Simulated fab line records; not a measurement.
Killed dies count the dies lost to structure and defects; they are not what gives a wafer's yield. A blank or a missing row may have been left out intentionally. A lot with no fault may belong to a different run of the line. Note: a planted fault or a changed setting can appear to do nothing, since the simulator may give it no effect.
Which tool did it? / flow sky130 / 14 lots with 42 wafers sampled at 2 steps, on a route of 708 steps

## WHAT THE GAUGES SHOWED, per wafer
The record lacks any reading of a measuring or inspecting step that a usual standard deviation could be used to judge.

## WHICH TOOL RAN EACH LOT (tool, then ch and the chambers of the sampled wafers, then the start)
lot=L355; SKY_VIA3_ETCH_15=rie_diel-03 ch 0,1, day 39 12:57; SKY_VIA3_STRIP_16=plasma_asher-03 ch 0,1, day 39 13:01
lot=L356; SKY_VIA3_ETCH_15=rie_diel-04 ch 2,3, day 39 22:56; SKY_VIA3_STRIP_16=plasma_asher-03 ch 0,1, day 39 22:59
lot=L357; SKY_VIA3_ETCH_15=rie_diel-03 ch 0,1, day 40 09:59; SKY_VIA3_STRIP_16=plasma_asher-03 ch 0,1, day 40 10:03
lot=L358; SKY_VIA3_ETCH_15=rie_diel-03 ch 1,2,3, day 40 12:26; SKY_VIA3_STRIP_16=plasma_asher-01 ch 0,1, day 40 12:29
lot=L359; SKY_VIA3_ETCH_15=rie_diel-04 ch 0,2, day 41 05:15; SKY_VIA3_STRIP_16=plasma_asher-03 ch 0,1, day 41 05:19
lot=L361; SKY_VIA3_ETCH_15=rie_diel-02 ch 0,1,3, day 41 09:17; SKY_VIA3_STRIP_16=plasma_asher-02 ch 0,1, day 41 09:20
lot=L363; SKY_VIA3_ETCH_15=rie_diel-04 ch 0,1,3, day 42 03:18; SKY_VIA3_STRIP_16=plasma_asher-03 ch 0,1, day 42 03:22
lot=L364; SKY_VIA3_ETCH_15=rie_diel-04 ch 0,1,3, day 42 11:20; SKY_VIA3_STRIP_16=plasma_asher-03 ch 0,1, day 42 11:24
lot=L365; SKY_VIA3_ETCH_15=rie_diel-04 ch 0,3, day 42 14:32; SKY_VIA3_STRIP_16=plasma_asher-02 ch 0,1, day 42 14:35
lot=L366; SKY_VIA3_ETCH_15=rie_diel-02 ch 0,3, day 43 00:39; SKY_VIA3_STRIP_16=plasma_asher-03 ch 0,1, day 43 00:43
lot=L367; SKY_VIA3_ETCH_15=rie_diel-04 ch 0,1,2, day 43 04:50; SKY_VIA3_STRIP_16=plasma_asher-01 ch 0,1, day 43 04:55
lot=L368; SKY_VIA3_ETCH_15=rie_diel-03 ch 0,2,3, day 43 15:27; SKY_VIA3_STRIP_16=plasma_asher-01 ch 0,1, day 43 15:31
lot=L369; SKY_VIA3_ETCH_15=rie_diel-03 ch 0,2, day 44 05:12; SKY_VIA3_STRIP_16=plasma_asher-02 ch 0,1, day 44 05:16
lot=L378; SKY_VIA3_ETCH_15=rie_diel-04 ch 0,2,3, day 46 00:20; SKY_VIA3_STRIP_16=plasma_asher-01 ch 0,1, day 46 00:23
- SKY_VIA3_ETCH_15: etches SiO2 in C4F8/O2/Ar, stops on TiN, target depth 507 nm, time 78 s.
- SKY_VIA3_STRIP_16: strips in O2/N2.

## AS READ BY THE TOOLS THEMSELVES (means over the sampled wafers that have a number; for cases with no such wafer, the mark the record gives instead)
SKY_VIA3_ETCH_15.
lot=L355; tool=rie_diel-03; bias_w (W)=1202; chamber_pressure_mTorr (mTorr)=39.97; oes_product_au (a.u.)=0.946
lot=L356; tool=rie_diel-04; bias_w (W)=1197; chamber_pressure_mTorr (mTorr)=40.01; oes_product_au (a.u.)=0.946
lot=L357; tool=rie_diel-03; bias_w (W)=1202; chamber_pressure_mTorr (mTorr)=40.00; oes_product_au (a.u.)=0.943
lot=L358; tool=rie_diel-03; bias_w (W)=1197; chamber_pressure_mTorr (mTorr)=39.99; oes_product_au (a.u.)=0.946
lot=L359; tool=rie_diel-04; bias_w (W)=1199; chamber_pressure_mTorr (mTorr)=40.02; oes_product_au (a.u.)=0.949
lot=L361; tool=rie_diel-02; bias_w (W)=1199; chamber_pressure_mTorr (mTorr)=40.02; oes_product_au (a.u.)=0.949
lot=L363; tool=rie_diel-04; bias_w (W)=1199; chamber_pressure_mTorr (mTorr)=40.03; oes_product_au (a.u.)=0.946
lot=L364; tool=rie_diel-04; bias_w (W)=1201; chamber_pressure_mTorr (mTorr)=39.98; oes_product_au (a.u.)=0.943
lot=L365; tool=rie_diel-04; bias_w (W)=1199; chamber_pressure_mTorr (mTorr)=40.00; oes_product_au (a.u.)=0.945
lot=L366; tool=rie_diel-02; bias_w (W)=1200; chamber_pressure_mTorr (mTorr)=40.00; oes_product_au (a.u.)=0.943
lot=L367; tool=rie_diel-04; bias_w (W)=1200; chamber_pressure_mTorr (mTorr)=40.01; oes_product_au (a.u.)=0.944
lot=L368; tool=rie_diel-03; bias_w (W)=-; chamber_pressure_mTorr (mTorr)=-; oes_product_au (a.u.)=-
lot=L369; tool=rie_diel-03; bias_w (W)=-; chamber_pressure_mTorr (mTorr)=-; oes_product_au (a.u.)=-
lot=L378; tool=rie_diel-04; bias_w (W)=1195; chamber_pressure_mTorr (mTorr)=40.01; oes_product_au (a.u.)=0.947

SKY_VIA3_STRIP_16.
lot=L355; tool=plasma_asher-03; drypump_motor_current_A (A)=6.2; oes_product_au (a.u.)=0.400; strip_time_to_endpoint_s (s)=4.129
lot=L356; tool=plasma_asher-03; drypump_motor_current_A (A)=6.3; oes_product_au (a.u.)=0.400; strip_time_to_endpoint_s (s)=4.091
lot=L357; tool=plasma_asher-03; drypump_motor_current_A (A)=6.3; oes_product_au (a.u.)=0.401; strip_time_to_endpoint_s (s)=4.122
lot=L358; tool=plasma_asher-01; drypump_motor_current_A (A)=5.3; oes_product_au (a.u.)=0.401; strip_time_to_endpoint_s (s)=4.124
lot=L359; tool=plasma_asher-03; drypump_motor_current_A (A)=6.3; oes_product_au (a.u.)=0.398; strip_time_to_endpoint_s (s)=4.111
lot=L361; tool=plasma_asher-02; drypump_motor_current_A (A)=5.8; oes_product_au (a.u.)=0.402; strip_time_to_endpoint_s (s)=4.134
lot=L363; tool=plasma_asher-03; drypump_motor_current_A (A)=6.2; oes_product_au (a.u.)=0.402; strip_time_to_endpoint_s (s)=4.141
lot=L364; tool=plasma_asher-03; drypump_motor_current_A (A)=6.3; oes_product_au (a.u.)=0.408; strip_time_to_endpoint_s (s)=4.135
lot=L365; tool=plasma_asher-02; drypump_motor_current_A (A)=5.8; oes_product_au (a.u.)=0.402; strip_time_to_endpoint_s (s)=4.119
lot=L366; tool=plasma_asher-03; drypump_motor_current_A (A)=6.0; oes_product_au (a.u.)=0.405; strip_time_to_endpoint_s (s)=4.118
lot=L367; tool=plasma_asher-01; drypump_motor_current_A (A)=5.5; oes_product_au (a.u.)=0.405; strip_time_to_endpoint_s (s)=4.110
lot=L368; tool=plasma_asher-01; drypump_motor_current_A (A)=5.5; oes_product_au (a.u.)=0.444; strip_time_to_endpoint_s (s)=5.203
lot=L369; tool=plasma_asher-02; drypump_motor_current_A (A)=5.6; oes_product_au (a.u.)=0.441; strip_time_to_endpoint_s (s)=5.193
lot=L378; tool=plasma_asher-01; drypump_motor_current_A (A)=5.5; oes_product_au (a.u.)=0.399; strip_time_to_endpoint_s (s)=4.158

## THE ANSWER, worked out from the rows above alone
Rule: the usual values come from the lots themselves. The widest of any qualifying gaps counts: lots, ordered by their means at a reading, are off when they make up no more than a third of the lots, leave a main group of 4 or more, and stand apart from it by 3 or more times the standard deviation of that group's means. Not used: any main group whose means are identical at the precision the tables above print for the reading. A lot without any number at a reading at which 4 lots or more have one is off too. All remaining lots with rows at the step are treated as sound. After the gauges, taken in route order, come the tools' own readings; for these a lot's mean is taken, as printed above. At the first step where some lot is off, the reading lying furthest off is the one used; lots without a number count as furthest.
Off at SKY_VIA3_ETCH_15 (bias_w): L368, L369. Without a number there: L368, L369. The main group has a mean of 1199 W with a standard deviation of 2.
If a tool, at that step or one of the process steps before it, ran each lot that is off and ran no sound lot following the first of them, it fits. One candidate fits, namely rie_diel-03 at SKY_VIA3_ETCH_15. Its last sound lot is L358 (day 40 12:26), its first lot that is off L368 (day 43 15:27): a fault that began between those two fits.
Blank at SKY_VIA3_ETCH_15 on the lots that are off, where sound lots have numbers: bias_w, chamber_pressure_mTorr, oes_product_au.

## WHAT THE SIMULATOR HAD INSERTED
Skipped step whole: rie_diel-03, from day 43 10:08 on, at SKY_VIA3_ETCH_15. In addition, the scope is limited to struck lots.
Struck lots among those shown: L368, L369. The rule above reached the same finding.
